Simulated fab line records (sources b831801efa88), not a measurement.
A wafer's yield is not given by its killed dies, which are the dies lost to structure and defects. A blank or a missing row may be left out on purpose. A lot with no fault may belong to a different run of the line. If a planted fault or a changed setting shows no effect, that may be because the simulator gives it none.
Problem report, 8D (eight disciplines) form, completed by code + flow gf180mcu + the parts of the form that need people (team, actions taken, sign-off) are left out

## 1. THE PROBLEM
At GF_V4_CD_MEAS_14, cdNm averages 269.6 nm over 9 wafers from 3 lots, while fault-free wafers read 259.7 nm, standard deviation 1.1. Relative to the usual mean, that is a shift of +9.0 standard deviations.
The step: target cd 260 nm.
First seen on wafer L958.3, day 28 23:08, on cdSem-02. The record holds 36 wafers of 12 lots with a number at this step. Rule for "out" (also "out of limits"): further than 4 standard deviations from the usual mean. The other wafers with a number count as sound.

## 2. WHAT THIS IS AND IS NOT
| question                    | is                     | is not                                                                          |
|-----------------------------|------------------------|---------------------------------------------------------------------------------|
| which readings at this step | cdNm                   | -                                                                               |
| which lots                  | L958, L959, L960       | L945, L947, L948, L949, L950, L952, L961, L962, L968                            |
| which wafers of those lots  | all that have a number | -                                                                               |
| read on which gauges        | cdSem-02               | cdSem-01                                                                        |
| when                        | from day 28 23:08      | up to then (18 sound wafers); but 9 sound wafers of L961, L962, L968 came after |

## 3. THE SUSPECTS, EACH WITH WHAT RULES IT OUT
Counting: any tool at a process step up to the reading is kept as a suspect provided that every lot that is out went through it and no sound lot did after the first of them.
- the gauge at GF_V4_CD_MEAS_14 has been ruled out. All the wafers that are out were read on cdSem-02, but those of them that GF_V4_PEB_12 has rows for are out there too, on other tools.
- cmp-01 at GF_V3_CMP_26 (polishes, stops on SiO2, t overpolish 15 s, target thk 0 nm): ruled out as a lasting fault. Following L958 (day 27 06:07), the first lot on it that is out, the sound lots L961 were run on it.
- lithoTrack-04 at GF_V4_PEB_12 (peb time 90 s): kept. All lots that are out passed through it, beginning with L958 at day 28 22:49, and no sound lot followed; its final sound lot before that point was L950 at day 25 22:53. Its own readings are out on those wafers: heaterPowerTotalW, plateTempC.
After counting, what remains is lithoTrack-04 at GF_V4_PEB_12.

## 4. THE CAUSE (what the simulator had put in)
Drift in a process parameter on lithoTrack-04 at GF_V4_PEB_12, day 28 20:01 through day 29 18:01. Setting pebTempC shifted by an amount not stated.
Counting left only this tool.

## 5. SEQUENCE OF EFFECTS, ordered by route
Each row: a reading where the mean over the struck wafers with a number is more than 3 standard deviations away from the usual. Readings are gone through only where the record gives a usual standard deviation; hours: the median, over the lots, of the time from a lot's start at the first step in this table giving one to that lot's start at this step; sigmas: the change measured in usual standard deviations.
| hours | step             | reading           | usual    | on struck wafers | change | sigmas |
|-------|------------------|-------------------|----------|------------------|--------|--------|
| 0     | GF_V4_PEB_12     | heaterPowerTotalW | 85.71 W  | 89.05            | +3.34  | +39    |
| 0     | GF_V4_PEB_12     | plateTempC        | 134.99 C | 138.87           | +3.88  | +28    |
| 0     | GF_V4_CD_MEAS_14 | cdNm              | 259.7 nm | 269.6            | +9.9   | +9.0   |
Process steps it contains:
- GF_V4_PEB_12: peb time 90 s.

## 6. WHAT WOULD HAVE CAUGHT IT SOONER
The first out-of-limits reading at a measuring or inspecting step in this record came at day 28 23:08, 3 hours after the fault's start at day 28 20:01.
At GF_V4_PEB_12, the tool's own readings (heaterPowerTotalW, plateTempC) were out on each struck wafer the step has a row for, so an alarm limit on them would have fired on the first such wafer.
L960, L959, from the lots that are out (3), started GF_V4_PEB_12 on lithoTrack-04 later than day 28 23:08. A hold on the tool at that time would have spared those 2.
